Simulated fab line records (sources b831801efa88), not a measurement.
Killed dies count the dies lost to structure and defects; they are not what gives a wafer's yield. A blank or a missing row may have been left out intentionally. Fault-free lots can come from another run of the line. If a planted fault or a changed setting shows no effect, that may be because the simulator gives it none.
Which tool did it?    flow sky130    32 wafers from 11 lots sampled at 5 of the route's 708 steps

## WHAT THE GAUGES SHOWED, per wafer
SKY_VIA2_CD_MEAS_12: the cd target is 200 nm.
lot   measured      on         cd nm (nm)
L452  day 37 00:17  cd sem-01  195.7 196.0 196.9
L453  day 37 05:28  cd sem-01  200.6 201.8 201.1
L454  day 37 08:58  cd sem-01  201.7 200.7 200.0
L455  day 37 14:00  cd sem-01  199.2 198.3 197.6
L460  day 38 21:15  cd sem-02  201.6 200.1 202.4
L461  day 39 07:11  cd sem-02  198.6 198.3 199.3
L463  day 39 18:14  cd sem-01  199.1 198.8 199.2
L465  day 40 10:01  cd sem-02  197.2 197.3 198.9
L466  day 40 13:54  cd sem-01  198.3 199.2 198.9
L468  day 41 10:41  cd sem-02  202.0 201.9
L470  day 41 19:17  cd sem-01  199.7 202.1 201.0

SKY_CAP2M_THK_MEAS_01.
lot   measured      on             CAP2M_CVD_00_THK (nm)
L452  day 40 09:00  film metro-03  15.53 15.62 15.27
L453  day 40 13:42  film metro-04  15.53 15.70 15.46
L454  day 40 17:54  film metro-04  15.38 15.79 15.37
L455  day 40 21:38  film metro-04  15.47 15.08 15.46
L460  day 42 04:24  film metro-01  15.19 15.62 15.32
L461  day 42 14:36  film metro-01  14.97 14.99 15.39
L463  day 43 00:57  film metro-01  15.09 15.44 15.64
L465  day 43 15:28  film metro-03  15.34 11.57 15.70
L466  day 43 18:04  film metro-01  15.23 15.15 15.32
L468  day 44 14:21  film metro-01  15.49 11.52
L470  day 44 21:02  film metro-04  10.97 15.11 11.06

## WHICH TOOL RAN EACH LOT (tool, then ch and the chambers of the sampled wafers, then the start)
lot   SKY_METAL2_METAL_ETCH_19           SKY_METAL4_SPUTTER_04         SKY_CAP2M_CVD_00
L452  rie metal-01 ch 0,1, day 35 21:28  pvd sputter-01, day 40 08:54  pecvd-03 ch 0,1,2, day 40 08:58
L453  rie metal-01 ch 0,1, day 36 02:43  pvd sputter-04, day 40 13:37  pecvd-02 ch 0,1,2, day 40 13:39
L454  rie metal-01 ch 0,1, day 36 06:01  pvd sputter-04, day 40 17:49  pecvd-04 ch 0,1, day 40 17:52
L455  rie metal-01 ch 0,1, day 36 11:14  pvd sputter-04, day 40 21:34  pecvd-03 ch 0,1, day 40 21:37
L460  rie metal-01 ch 0,1, day 37 18:55  pvd sputter-03, day 42 04:19  pecvd-04 ch 2, day 42 04:22
L461  rie metal-04 ch 0,1, day 38 05:05  pvd sputter-03, day 42 14:31  pecvd-03 ch 1,2, day 42 14:34
L463  rie metal-03 ch 0,1, day 38 15:41  pvd sputter-04, day 43 00:52  pecvd-03 ch 1,2, day 43 00:55
L465  rie metal-03 ch 0,1, day 39 07:52  pvd sputter-04, day 43 15:22  pecvd-03 ch 0,2, day 43 15:25
L466  rie metal-01 ch 0,1, day 39 13:08  pvd sputter-04, day 43 17:59  pecvd-04 ch 0,1,2, day 43 18:02
L468  rie metal-03 ch 0,1, day 40 09:13  pvd sputter-04, day 44 14:16  pecvd-03 ch 2, day 44 14:19
L470  rie metal-01 ch 0,1, day 40 18:08  pvd sputter-01, day 44 20:58  pecvd-03 ch 0,1, day 44 21:01
- SKY_METAL2_METAL_ETCH_19: etches the open film in Cl2/BCl3, stops on SiO2, target depth 360 nm, time 78 s.
- SKY_METAL4_SPUTTER_04: material TiN, target thk 70 nm, time 58.3 s.
- SKY_CAP2M_CVD_00: deposits SiO2, target thk 15.5 nm.

## WHAT THE TOOLS THEMSELVES READ (means of the sampled wafers that have a number; where no wafer has one, the mark that the record gives instead)
SKY_METAL2_METAL_ETCH_19.
lot   tool          drypump motor current A (A)  oes product au (a.u.)  throttle valve pct (%)
L452  rie metal-01  5.5                          0.854                  22.253
L453  rie metal-01  5.5                          0.850                  22.269
L454  rie metal-01  5.5                          0.855                  22.270
L455  rie metal-01  5.5                          0.857                  22.254
L460  rie metal-01  5.5                          0.849                  22.262
L461  rie metal-04  5.7                          0.858                  22.262
L463  rie metal-03  5.8                          0.844                  22.260
L465  rie metal-03  5.4                          0.860                  22.267
L466  rie metal-01  5.5                          0.859                  22.263
L468  rie metal-03  5.6                          0.849                  22.263
L470  rie metal-01  5.5                          0.852                  22.259

SKY_METAL4_SPUTTER_04.
lot   tool            throttle valve pct (%)
L452  pvd sputter-01  30.0
L453  pvd sputter-04  29.7
L454  pvd sputter-04  31.4
L455  pvd sputter-04  29.4
L460  pvd sputter-03  30.5
L461  pvd sputter-03  29.8
L463  pvd sputter-04  30.2
L465  pvd sputter-04  29.4
L466  pvd sputter-04  31.2
L468  pvd sputter-04  29.1
L470  pvd sputter-01  30.0

SKY_CAP2M_CVD_00.
lot   tool      heater power w (W)  susceptor temp C (C)
L452  pecvd-03  721                 399.86
L453  pecvd-02  741                 399.94
L454  pecvd-04  642                 399.92
L455  pecvd-03  746                 399.91
L460  pecvd-04  632                 399.85
L461  pecvd-03  827                 400.07
L463  pecvd-03  783                 400.06
L465  pecvd-03  640                 400.22
L466  pecvd-04  706                 399.75
L468  pecvd-03  706                 400.22
L470  pecvd-03  787                 399.91

## THE ANSWER, worked out from the rows above alone
Rule: usual is defined by the lots themselves. The widest of any qualifying gaps counts: lots, ordered by their means at a reading, are off when they make up no more than a third of the lots, leave a main group of 4 or more, and stand apart from it by 3 or more times the standard deviation of that group's means. If all means in a main group match to the digits the tables above print for the reading, that group is not used. Also off: a lot with no number at a reading for which 4 or more lots have one. All remaining lots with rows at the step are treated as sound. After the gauges, taken in route order, come the tools' own readings; for these a lot's mean is taken, as printed above. At the first step where some lot is off, the reading lying furthest off is the one used; lots without a number count as furthest.
Off: L465, L468, L470, at SKY_CAP2M_THK_MEAS_01 (CAP2M_CVD_00_THK). Main group: mean 15.38 nm, sd 0.14.
A tool fits if, at a process step before that reading, it ran every lot that is off, and no sound lot after the first of them. Gauges at SKY_CAP2M_THK_MEAS_01: tried the same way as those tools. One candidate fits, namely pecvd-03 at SKY_CAP2M_CVD_00. A fault onset in the window from L463 (day 43 00:55, its last sound lot) to L465 (day 43 15:25, its first lot off) fits.

## WHAT THE SIMULATOR HAD INSERTED
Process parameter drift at SKY_CAP2M_CVD_00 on pecvd-03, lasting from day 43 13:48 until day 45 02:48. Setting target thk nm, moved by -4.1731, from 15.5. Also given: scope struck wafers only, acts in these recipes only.
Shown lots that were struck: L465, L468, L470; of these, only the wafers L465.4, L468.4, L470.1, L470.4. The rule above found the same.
